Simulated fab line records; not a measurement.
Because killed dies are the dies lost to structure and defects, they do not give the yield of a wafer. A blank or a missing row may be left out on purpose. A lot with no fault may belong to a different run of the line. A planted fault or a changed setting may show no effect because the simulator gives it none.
What tool caused it? -- flow gf180mcu -- Sampling: 7 lots, 21 wafers, 2 of 602 route steps

== WHAT THE GAUGES SHOWED, per wafer ==
GF_V2_RS_MEAS_24: measurement is done with a four-point probe.
lot,measured,on,V2_W_RS (ohm/sq)
L615,day 20 15:52,film_metro-01,0.329 0.331 0.328
L618,day 22 00:19,film_metro-04,0.334 0.331 0.333
L621,day 23 01:14,film_metro-01,0.330 0.332 0.329
L623,day 23 16:05,film_metro-04,0.326 0.332 0.326
L629,day 25 17:34,film_metro-04,0.329 0.327 0.330
L631,day 26 08:50,film_metro-04,0.320 0.324 0.321
L632,day 26 21:13,film_metro-01,0.328 0.320 0.321

== TOOL THAT RAN EACH LOT (tool first, then ch and the chambers of the sampled wafers, then the start) ==
lot,GF_V2_CVD_23
L615,"cvd_w-02 ch 0,1, day 20 15:43"
L618,"cvd_w-01 ch 0,1, day 22 00:13"
L621,"cvd_w-01 ch 0,1, day 23 01:07"
L623,"cvd_w-01 ch 0,1, day 23 15:58"
L629,"cvd_w-01 ch 0,1, day 25 17:28"
L631,"cvd_w-02 ch 0,1, day 26 08:43"
L632,"cvd_w-02 ch 1, day 26 21:00"
- GF_V2_CVD_23: deposits W, target thk 350 nm, time 104.94 s.

== THE ANSWER, worked out from the rows above alone ==
Rule: usual is defined by the lots themselves. Put in order of their means at a reading, lots are off if they are a third of the lots or fewer, leave a main group of 4 or more, and stand apart from it by a gap of 3 or more times the standard deviation of the main group's means; of several such gaps the widest counts. The tables above print the reading to a certain number of digits; a main group whose means all agree to those digits is not used. Also off: a lot with no number at a reading for which 4 or more lots have one. Where the step has rows for the other lots, those lots are counted as sound.
Off: L631, L632, at GF_V2_RS_MEAS_24 (V2_W_RS). The main group: mean 0.330 ohm/sq, standard deviation 0.0016.
A tool fits if, at a process step before that reading, it ran every lot that is off, and no sound lot after the first of them. The gauges at GF_V2_RS_MEAS_24 are tried like those tools. One candidate fits, namely cvd_w-02 at GF_V2_CVD_23. Its last sound lot is L615 (day 20 15:43), its first lot that is off L631 (day 26 08:43): a fault that began between those two fits.

== WHAT HAD BEEN PUT IN BY THE SIMULATOR ==
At GF_V2_CVD_23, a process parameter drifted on cvd_w-02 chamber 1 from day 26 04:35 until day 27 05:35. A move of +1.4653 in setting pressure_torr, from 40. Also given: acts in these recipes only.
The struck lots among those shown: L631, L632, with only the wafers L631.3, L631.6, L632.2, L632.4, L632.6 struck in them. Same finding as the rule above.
